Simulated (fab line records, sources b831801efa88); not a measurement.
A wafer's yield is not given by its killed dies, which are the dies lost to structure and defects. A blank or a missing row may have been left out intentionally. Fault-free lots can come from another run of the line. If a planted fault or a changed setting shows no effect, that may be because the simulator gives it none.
fab line records -- flow sfq_line -- part 2 of 2: steps 26 to 34 of 34
record lots=5, wafers=15, last_day=92
route steps=325 shown A5B@211 R5@212 I5@228 C5@240
lots that met no fault: taken from a fault-free run of the same line
start_h: hours from the record's first day to the start of the lot's first wafer shown -- wait_h: hours from the lot's prior step to this one -- " as in the row above -- L1.1+2: one row covering several wafers at once -- - value missing, or start not given -- * or withheld: withheld -- < > ~ a bound
route shown NAME@n: a module of which the file shows steps, and the number in the route of the first -- usual: mean/standard deviation of fault-free wafers -- same: alike in all rows -- chamber/n: place in a boat -- sites: per-site readings -- _std_site: their standard deviation -- _edge_site: outer sites' mean less inner sites' -- radius_mm: for every site, how far away it sits from the centre of the wafer -- mask NAME#n: copy n -- behind: the most recent tool/chamber to have shaped the wafer -- hold: reason for holding the lot/hours on hold/outcome of the hold -- device: whichever transistor did not switch (one of n, p or np) -- end of line: the same wafers' tests at the end of the route -- a step with no rows: only its recipe -- killed: at the first sort, the dies lost to defects and structure; wafer yield is something else -- map: a wafer's dies, x killed, . not, _ none there
set.NAME: setting as actually run; set.NAME@STEP: the setting as run at that earlier step -- model.NAME: the simulator's own value behind a step, which no gauge read
certain route steps with their lots: each step a table, each wafer a row
services: a tool's chamber out of use, with start hour (start_h, from the record's first day; less than 0 if before it), hours out, and reason
## steps
# step SFQ_TRILAYER_I5_BARC_OPEN_VIA_ETCH_200
# recipe mask_material=PR, chemistry=O2, target_depth_nm=125, target=BARC, source_w=500, bias_w=80, pressure_mtorr=30, time_s=41.7
# usual chamber_pressure_mTorr=30.001/0.025, drypump_motor_current_A=5.4/0.39, oes_product_au=0.685/0.0045
lot.wafer,tool,chamber,start_h,wait_h,chamber_pressure_mTorr,drypump_motor_current_A,oes_product_au,rf_hours_counter_h
L078.2,rie_diel-03,2,1650.71,0.0,30.033,5.1,0.683,10
L078.3,rie_diel-03,1,1650.71,0.0,29.999,4.8,0.685,2
L078.6,rie_diel-03,2,1650.71,0.0,30.005,5.2,0.692,-
L081.3,rie_diel-04,0,1662.35,0.0,29.983,5.9,0.691,18
L081.5,rie_diel-04,3,1662.35,0.0,30.013,5.7,0.686,-
L081.6,rie_diel-04,2,1662.35,0.0,29.968,5.4,0.683,-
L089.2,rie_diel-03,0,1854.76,0.0,29.983,5.3,0.678,16
L089.4,rie_diel-03,1,1854.76,0.0,30.026,4.8,0.676,5
L089.6,rie_diel-03,2,1854.76,0.0,30.034,5.1,0.686,-
L094.1,rie_diel-01,2,1860.76,0.0,29.997,5.7,0.689,8
L094.2,rie_diel-01,0,1860.76,0.0,29.992,5.9,0.686,10
L094.5,rie_diel-01,1,1860.76,0.0,29.999,6.0,0.687,-
L097.3,rie_diel-01,1,1885.88,0.0,29.962,6.0,0.687,13
L097.4,rie_diel-01,3,1885.88,0.0,30.021,4.8,0.685,20
L097.5,rie_diel-01,0,1885.88,0.0,29.996,6.0,0.688,-
# step SFQ_TRILAYER_I5_ETCH_VIA_ETCH_147
# recipe stop_on=Nb, mask_material=PR, chemistry=CHF3, target_depth_nm=360, source_w=500, bias_w=80, pressure_mtorr=30, time_s=withheld
# usual chamber_pressure_mTorr=30.00/0.03, drypump_motor_current_A=5.4/0.39, oes_product_au=0.988/0.0071
lot.wafer,tool,chamber,start_h,wait_h,chamber_pressure_mTorr,drypump_motor_current_A,oes_product_au
L078.2,rie_diel-03,2,1650.75,0.0,29.96,5.1,0.984
L078.3,rie_diel-03,1,1650.75,0.0,29.97,4.8,0.998
L078.6,rie_diel-03,2,1650.75,0.0,30.03,5.1,0.993
L081.3,rie_diel-04,0,1662.39,0.0,30.02,5.8,0.976
L081.5,rie_diel-04,3,1662.39,0.0,30.00,5.7,0.979
L081.6,rie_diel-04,2,1662.39,0.0,30.00,5.4,0.990
L089.2,rie_diel-03,0,1854.80,0.0,29.99,5.3,0.996
L089.4,rie_diel-03,1,1854.80,0.0,30.01,4.8,0.989
L089.6,rie_diel-03,2,1854.80,0.0,30.03,5.1,0.987
L094.1,rie_diel-01,2,1860.80,0.0,29.95,5.7,1.000
L094.2,rie_diel-01,0,1860.80,0.0,30.00,5.9,0.984
L094.5,rie_diel-01,1,1860.80,0.0,29.99,6.1,0.988
L097.3,rie_diel-01,1,1885.92,0.0,30.01,6.0,0.981
L097.4,rie_diel-01,3,1885.92,0.0,30.02,4.8,0.993
L097.5,rie_diel-01,0,1885.92,0.0,30.01,6.0,0.991
# step SFQ_TRILAYER_I5_STRIP_STRIP_148
# recipe gas=O2, power_w=200, platen_temp_c=40, overash_fraction=0.65, chemistry=O2, pressure_mtorr=50
# usual chamber_pressure_mTorr=49.99/0.045, drypump_motor_current_A=5.7/0.37, oes_product_au=0.997/0.015
lot.wafer,tool,chamber,start_h,wait_h,chamber_pressure_mTorr,drypump_motor_current_A,oes_product_au,rf_hours_counter_h
L078.2,rie_metal-01,0,1650.90,-,50.01,5.3,0.955,50
L078.3,rie_metal-01,0,1650.90,-,50.04,5.3,0.963,-
L078.6,rie_metal-01,0,1650.90,-,50.05,5.3,0.960,-
L081.3,rie_metal-04,0,1662.74,-,49.96,5.4,1.023,-
L081.5,rie_metal-04,0,1662.74,-,50.03,5.4,1.013,-
L081.6,rie_metal-04,1,1662.74,-,49.94,5.5,0.988,-
L089.2,rie_metal-01,1,1854.95,-,50.01,6.0,1.005,81
L089.4,rie_metal-01,0,1854.95,-,49.99,5.3,0.977,-
L089.6,rie_metal-01,0,1854.95,-,50.00,5.3,0.976,-
L094.1,rie_metal-04,1,1860.95,-,49.97,5.5,1.016,2
L094.2,rie_metal-04,0,1860.95,-,50.02,5.4,0.997,46
L094.5,rie_metal-04,1,1860.95,-,49.95,5.5,0.999,-
L097.3,rie_metal-02,1,1886.27,-,50.04,6.3,1.021,-
L097.4,rie_metal-02,0,1886.27,-,49.98,5.5,0.994,-
L097.5,rie_metal-02,1,1886.27,-,50.06,6.3,1.015,-
# step SFQ_TRILAYER_I5_STRIP_SOLV_CLEAN_149
# recipe chemistry=NMP, temp_c=70, time_s=600
lot.wafer,tool,chamber,start_h,wait_h
L078.2+3+6,wet_bench-02,"1,7,4",1651.50,0.4
L081.3+5+6,wet_bench-02,"1,2,0",1663.14,0.2
L089.2+4+6,wet_bench-03,"5,0,7",1855.55,0.4
L094.1+2+5,wet_bench-03,"4,3,1",1861.55,0.4
L097.3+4+5,wet_bench-04,"5,6,0",1886.67,0.2
# step SFQ_TRILAYER_C5_LITHO_COAT_156
# recipe resist=BARC, spin_rpm=3000, resist_thk_nm=62
# usual chill_plate_temp_C=23.00/0.1
lot.wafer,tool,chamber,start_h,wait_h,chill_plate_temp_C
L078.2,litho_track-02,0,1651.74,0.1,22.84
L078.3,litho_track-02,0,1651.74,0.1,22.88
L078.6,litho_track-02,0,1651.74,0.1,22.84
L081.3,litho_track-01,0,1663.41,0.1,22.89
L081.5,litho_track-01,0,1663.41,0.1,22.88
L081.6,litho_track-01,0,1663.41,0.1,22.98
L089.2,litho_track-03,0,1855.77,0.1,22.94
L089.4,litho_track-03,0,1855.77,0.1,23.15
L089.6,litho_track-03,0,1855.77,0.1,22.97
L094.1,litho_track-03,0,1861.72,0.0,23.06
L094.2,litho_track-03,0,1861.72,0.0,23.03
L094.5,litho_track-03,0,1861.72,0.0,23.15
L097.3,litho_track-01,0,1886.95,0.1,23.00
L097.4,litho_track-01,0,1886.95,0.1,22.94
L097.5,litho_track-01,0,1886.95,0.1,22.77
# step SFQ_TRILAYER_C5_LITHO_COAT_151
# recipe resist=KrF, spin_rpm=3000, resist_thk_nm=650
# usual chill_plate_temp_C=22.99/0.11
lot.wafer,tool,chamber,start_h,wait_h,chill_plate_temp_C
L078.2,litho_track-02,0,1652.04,0.2,23.04
L078.3,litho_track-02,0,1652.04,0.2,22.89
L078.6,litho_track-02,0,1652.04,0.2,22.85
L081.3,litho_track-01,0,1663.71,0.2,22.98
L081.5,litho_track-01,0,1663.71,0.2,22.96
L081.6,litho_track-01,0,1663.71,0.2,22.94
L089.2,litho_track-03,0,1856.07,0.2,22.88
L089.4,litho_track-03,0,1856.07,0.2,22.99
L089.6,litho_track-03,0,1856.07,0.2,22.92
L094.1,litho_track-03,0,1862.02,0.2,22.91
L094.2,litho_track-03,0,1862.02,0.2,22.93
L094.5,litho_track-03,0,1862.02,0.2,23.01
L097.3,litho_track-01,0,1887.25,0.2,23.07
L097.4,litho_track-01,0,1887.25,0.2,23.11
L097.5,litho_track-01,0,1887.25,0.2,23.06
# step SFQ_TRILAYER_C5_LITHO_SOFTBAKE_155
# recipe temp_c=withheld, time_s=withheld, resist=KrF
# usual chill_plate_temp_C=*
lot.wafer,tool,chamber,start_h,wait_h,chill_plate_temp_C
L078.2,litho_track-02,0,1652.32,0.2,*
L078.3,litho_track-02,0,1652.32,0.2,*
L078.6,litho_track-02,0,1652.32,0.2,*
L081.3,litho_track-01,0,1663.96,0.2,*
L081.5,litho_track-01,0,1663.96,0.2,*
L081.6,litho_track-01,0,1663.96,0.2,*
L089.2,litho_track-03,0,1856.35,0.2,*
L089.4,litho_track-03,0,1856.35,0.2,*
L089.6,litho_track-03,0,1856.35,0.2,*
L094.1,litho_track-03,0,1862.32,0.2,*
L094.2,litho_track-03,0,1862.32,0.2,*
L094.5,litho_track-03,0,1862.32,0.2,*
L097.3,litho_track-01,0,1887.50,0.2,*
L097.4,litho_track-01,0,1887.50,0.2,*
L097.5,litho_track-01,0,1887.50,0.2,*
# step SFQ_TRILAYER_C5_LITHO_EXPOSE_152
# recipe mask_id=C5, na=0.6, source_shape=conventional, sigma_outer=0.65, target_cd_nm=500, dose_mj=21.3
# same na=0.6
lot.wafer,tool,chamber,start_h,wait_h,mask
L078.2+3+6,krf_scanner-02,0,1736.81,-,C5#0
L081.3+5+6,krf_scanner-01,0,1754.87,-,C5#0
L089.2+4+6,krf_scanner-01,0,1860.75,-,C5#0
L094.1+2+5,krf_scanner-01,0,1877.35,-,C5#0
L097.3+4+5,krf_scanner-01,0,1897.95,-,C5#0
# step SFQ_TRILAYER_C5_LITHO_PEB_154
# recipe peb_temp_c=115, peb_time_s=60, resist=KrF
# usual chill_plate_temp_C=22.96/0.1
lot.wafer,tool,chamber,start_h,wait_h,chill_plate_temp_C
L078.2,litho_track-01,0,1737.83,0.8,22.94
L078.3,litho_track-01,0,1737.83,0.8,22.79
L078.6,litho_track-01,0,1737.83,0.8,22.73
L081.3,litho_track-01,0,1755.72,0.7,23.06
L081.5,litho_track-01,0,1755.72,0.7,22.92
L081.6,litho_track-01,0,1755.72,0.7,23.02
L089.2,litho_track-01,0,1861.77,0.8,23.01
L089.4,litho_track-01,0,1861.77,0.8,23.11
L089.6,litho_track-01,0,1861.77,0.8,22.93
L094.1,litho_track-01,0,1878.55,1.0,22.94
L094.2,litho_track-01,0,1878.55,1.0,22.96
L094.5,litho_track-01,0,1878.55,1.0,23.17
L097.3,litho_track-02,0,1898.80,0.7,22.87
L097.4,litho_track-02,0,1898.80,0.7,23.17
L097.5,litho_track-02,0,1898.80,0.7,22.88
## services
tool,chamber,start_h,hours,kind
pvd_sputter-06,-,1614.09,9.0,repair
rie_metal-02,1,1615.20,3.7,repair
rie_metal-03,-,1622.14,0.2,repair
pvd_sputter-06,-,1660.33,1.8,repair
pvd_sputter-06,-,1671.29,0.5,repair
krf_scanner-01,-,1672.37,0.8,pm
krf_scanner-01,-,1676.04,1.3,pm
krf_scanner-01,-,1709.01,1.0,pm
krf_scanner-01,-,1710.07,0.2,repair
krf_scanner-01,-,1723.11,4.4,pm
pvd_sputter-04,-,1751.65,7.8,repair
rie_metal-01,0,1752.37,4.8,repair
krf_scanner-01,-,1767.90,0.4,repair
rie_metal-01,-,1773.49,4.3,pm
rie_metal-03,0,1786.01,32.8,repair
pvd_sputter-06,-,1799.30,0.9,repair
pvd_sputter-06,-,1815.36,5.3,repair
krf_scanner-01,-,1816.10,0.7,repair
krf_scanner-01,-,1841.57,0.8,pm
krf_scanner-01,-,1851.92,1.3,pm
pvd_sputter-04,-,1865.47,0.7,repair
krf_scanner-01,-,1878.55,1.0,pm
pvd_sputter-04,-,1885.53,4.8,repair
rie_metal-03,-,1885.53,0.5,repair
